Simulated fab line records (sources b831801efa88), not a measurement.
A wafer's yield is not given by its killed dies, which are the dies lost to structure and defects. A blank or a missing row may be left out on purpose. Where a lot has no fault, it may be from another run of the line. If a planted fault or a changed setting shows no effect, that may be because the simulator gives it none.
The same fault as seen by 2 desks || flow sky130 || what lay behind the numbers comes last; until then each desk has only its own

DESK OF THE TOOL OWNER: implanter-03
The tool's own readings at SKY_NWELL_IMPLANT_24, given as means over the sampled wafers that have a number, one for each lot that went through this tool. Any lot whose mean is over 4 standard deviations away from the usual mean is out of limits and marked OUT; that distance is given in the brackets.
Columns: A = dose-ions-cm2 at SKY_NWELL_IMPLANT_24, usual 9.201e+12
{"lot": "L895", "first seen here": "day 6 08:07", "A": "9.546e+12 (+34) OUT"}
{"lot": "L896", "first seen here": "day 6 14:06", "A": "9.519e+12 (+32) OUT"}
{"lot": "L911", "first seen here": "day 10 09:39", "A": 9.213e+12}
This desk's verdict: out of limits on L895, L896, starting with L895 at day 6 08:07 (dose-ions-cm2 at SKY_NWELL_IMPLANT_24). In limits: L911.

METROLOGY DESK
Means of the sampled wafers that have a number, per lot and without regard to the tool the lot ran on: this is what the gauges read. Any lot whose mean is over 4 standard deviations away from the usual mean is out of limits and marked OUT; that distance is given in the brackets.
Columns: A = NWELL_TW at SKY_NWELL_TW_MEAS_15, usual 1798; B = NWELL_01_OVL at SKY_NWELL_OVL_MEAS_23, usual 0.9 nm
{"lot": "L895", "first seen here": "day 5 13:25", "A": 1797, "B": 0.2}
{"lot": "L896", "first seen here": "day 5 19:22", "A": 1809, "B": 0.1}
{"lot": "L905", "first seen here": "day 7 23:57", "A": 1797, "B": 0.4}
{"lot": "L906", "first seen here": "day 8 03:19", "A": 1794, "B": 2.4}
{"lot": "L908", "first seen here": "day 8 16:37", "A": 1803, "B": 0.9}
{"lot": "L911", "first seen here": "day 9 12:15", "A": 1773, "B": 0.8}
This desk's finding: nothing out of limits on any of the 6 lots.

PUT TOGETHER
The tool owner's desk had the chance to raise an alarm at day 6 08:07 on L895, L896.
From the metrology desk's view, nothing was out of limits.
The metrology desk holds a record of L895, L896, inside its limits.
The lots listed all ran SKY_NWELL_IMPLANT_24 on implanter-03.

WHAT THE SIMULATOR HAD INSERTED
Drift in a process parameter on implanter-03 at SKY_NWELL_IMPLANT_24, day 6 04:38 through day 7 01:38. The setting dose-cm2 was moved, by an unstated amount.
Struck lots among those shown: L895, L896.
Time in hours from fault onset to the first out-of-limits reading at each desk: the tool owner's desk, 3.
